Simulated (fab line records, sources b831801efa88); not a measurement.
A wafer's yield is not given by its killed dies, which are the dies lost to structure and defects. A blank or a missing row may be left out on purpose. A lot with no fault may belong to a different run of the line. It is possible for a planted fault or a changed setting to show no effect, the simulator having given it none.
Chamber matching    flow gf180mcu    cmp-01 running GF_V3_CMP_04: 4 sister chambers
The step polishes SiO2. 8 wafers are shown with their chamber, then 11 later ones without.

== WAFERS, EACH WITH ITS CHAMBER ==
wafer   chamber  motor_current_A (A)  time_to_endpoint_s (s)
L084.1  3        11.7                 80
L084.4  2        11.6                 72
L085.3  0        12.0                 83
L085.6  0        11.9                 89
L086.1  3        11.9                 79
L086.3  1        12.2                 71
L086.4  2        10.5                 78
L090.2  1        12.3                 74

== WAFERS WITH NO CHAMBER GIVEN ==
wafer   motor_current_A (A)  time_to_endpoint_s (s)
L090.4  12.0                 87
L090.5  12.0                 81
L093.1  11.7                 74
L093.4  11.2                 81
L093.5  11.7                 73
L095.1  11.0                 74
L095.3  11.7                 81
L095.6  12.2                 89
L097.1  12.1                 84
L097.2  11.2                 81
L097.4  11.6                 85

== WHICH CHAMBER EACH ONE RAN IN ==
wafer   from the rows above           in truth
L090.4  0                             0
L090.5  can't be placed: 3 or 0       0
L093.1  can't be placed: 1 or 2 or 3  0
L093.4  can't be placed: 3 or 2 or 0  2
L093.5  can't be placed: 1 or 2 or 3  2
L095.1  2                             2
L095.3  can't be placed: 3 or 0 or 2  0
L095.6  0                             0
L097.1  can't be placed: 0 or 3       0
L097.2  can't be placed: 3 or 2 or 0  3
L097.4  can't be placed: 0 or 3       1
Placed correctly: 3 of 11. Cannot be placed on the basis of these rows: 8; the candidates contain the true chamber in 6. 0 placed wrongly.
How it was worked out, from the rows above alone: a wafer's distance from a chamber is the root of the sum, over the readings, of the square of ((its reading less the chamber's mean) divided by the reading's scatter). The wafer belongs to the nearest chamber; if the next one is less than 2 further off, it can't be placed. Each chamber's mean is taken over the wafers shown for it. The scatter: take each reading less its chamber's mean, square it, sum over the shown wafers, divide by the number of wafers less the number of chambers, and take the root.
